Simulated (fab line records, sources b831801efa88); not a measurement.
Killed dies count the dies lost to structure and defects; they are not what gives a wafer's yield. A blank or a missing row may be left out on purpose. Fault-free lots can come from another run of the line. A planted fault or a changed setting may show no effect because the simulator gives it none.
Code-filled problem report in 8D (eight disciplines) form | flow sky130 | the parts of the form that need people (team, actions taken, sign-off) are left out

## 1. WHAT WENT WRONG
Mean GATE_OXIDE_OXIDATION_00_THK at SKY_GATE_OXIDE_THK_MEAS_02: 8.12 nm over 6 wafers in 2 lots; fault-free wafers: 10.27 nm, standard deviation 0.17. Relative to the usual mean, that is a shift of -13 standard deviations.
Seen first at day 13 18:20 on film metro-03, wafer L620.1. At this step, 33 wafers from 11 lots have a number in the record. Rule for "out", or "out of limits": more than 4 standard deviations from the usual mean. The other wafers with a number count as sound.

## 2. WHAT IT IS AND WHAT IT IS NOT
question                    | is                           | is not
which readings at this step | GATE_OXIDE_OXIDATION_00_THK  | -
which lots                  | L620, L621                   | L629, L630, L631, L632, L633, L635, L638, L639, L640
which wafers of those lots  | all that have a number       | -
read on which gauges        | film metro-01, film metro-03 | film metro-02
when                        | from day 13 18:20            | up to then (0 sound wafers); but 27 sound wafers of L629, L630, L631, L632, L633, L635, L638, L639, L640 came after

## 3. SUSPECTS, AND WHAT RULES EACH OUT
Counting: a tool stays on the suspect list if, at a process step up to the reading, it processed all lots that are out and no sound lot following the first of them.
- the gauge at SKY_GATE_OXIDE_THK_MEAS_02 has been ruled out. Those wafers that are out were read across 2 gauges (film metro-01, film metro-03).
- furnace-02 at SKY_GATE_OXIDE_OXIDATION_01 (stabilise 600 s, purge 300 s, target thk 10.268 nm): ruled out as a lasting fault. Following L620 (day 13 16:56), the first lot on it that is out, the sound lots L631, L632, L633, L635, L638, L640 were run on it.
Left after counting: nothing in the record.

## 4. THE CAUSE (what the simulator had put in)
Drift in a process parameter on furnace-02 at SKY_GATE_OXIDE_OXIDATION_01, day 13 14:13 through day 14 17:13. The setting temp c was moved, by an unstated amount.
It was ruled out by counting, in error; the rule expects a fault to strike all lots run on its tool from its start on, and this fault did not.

## 5. THE EFFECT CHAIN, in route order
Each row: a reading whose mean over the struck wafers that have a number lies more than 3 standard deviations from the usual. Only readings for which the record gives a usual standard deviation are gone through. hours: the time from each lot's start at the first step in this table that gives one to its start at this step, as a median over the lots. sigmas: the change in usual standard deviations.
hours | step                        | reading                     | usual    | on struck wafers | change | sigmas
0     | SKY_GATE_OXIDE_OXIDATION_01 | spike tc bottom C           | 919.3 C  | 897.4            | -21.9  | -20
0     | SKY_GATE_OXIDE_OXIDATION_01 | spike tc centre C           | 900.3 C  | 877.8            | -22.5  | -22
0     | SKY_GATE_OXIDE_OXIDATION_01 | spike tc lower C            | 901.0 C  | 877.8            | -23.2  | -12
0     | SKY_GATE_OXIDE_OXIDATION_01 | spike tc top C              | 910.7 C  | 888.3            | -22.4  | -22
0     | SKY_GATE_OXIDE_OXIDATION_01 | spike tc upper C            | 900.1 C  | 878.6            | -21.5  | -20
0     | SKY_GATE_OXIDE_OXIDATION_01 | tube center temp C          | 900 C    | 878              | -22    | -99 or more
0     | SKY_GATE_OXIDE_OXIDATION_01 | tube_center_temp_C_max      | 902.3    | 880.0            | -22.3  | -54
0     | SKY_GATE_OXIDE_OXIDATION_01 | zone power centre pct       | 18.07 %  | 17.27            | -0.80  | -4.4
1     | SKY_GATE_OXIDE_THK_MEAS_02  | GATE_OXIDE_OXIDATION_00_THK | 10.27 nm | 8.12             | -2.14  | -13
It contains these process steps:
- SKY_GATE_OXIDE_OXIDATION_01: stabilise 600 s, purge 300 s, target thk 10.268 nm.
At these later measuring or inspecting steps, every struck wafer for which the step has a row has a number for every such reading, and none has moved that far: SKY_METAL3_CD_MEAS_13.

## 6. HOW IT WOULD HAVE BEEN CAUGHT EARLIER
Counted from the fault's start at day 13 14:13, it took 4 hours until the first out-of-limits reading at a measuring or inspecting step in this record, taken at day 13 18:20.
The tool's own readings at SKY_GATE_OXIDE_OXIDATION_01 were out on every struck wafer that the step has a row for (spike tc bottom C, spike tc centre C, spike tc lower C, spike tc top C, spike tc upper C, tube center temp C, tube_center_temp_C_max): an alarm limit on them would have fired on the first of those.
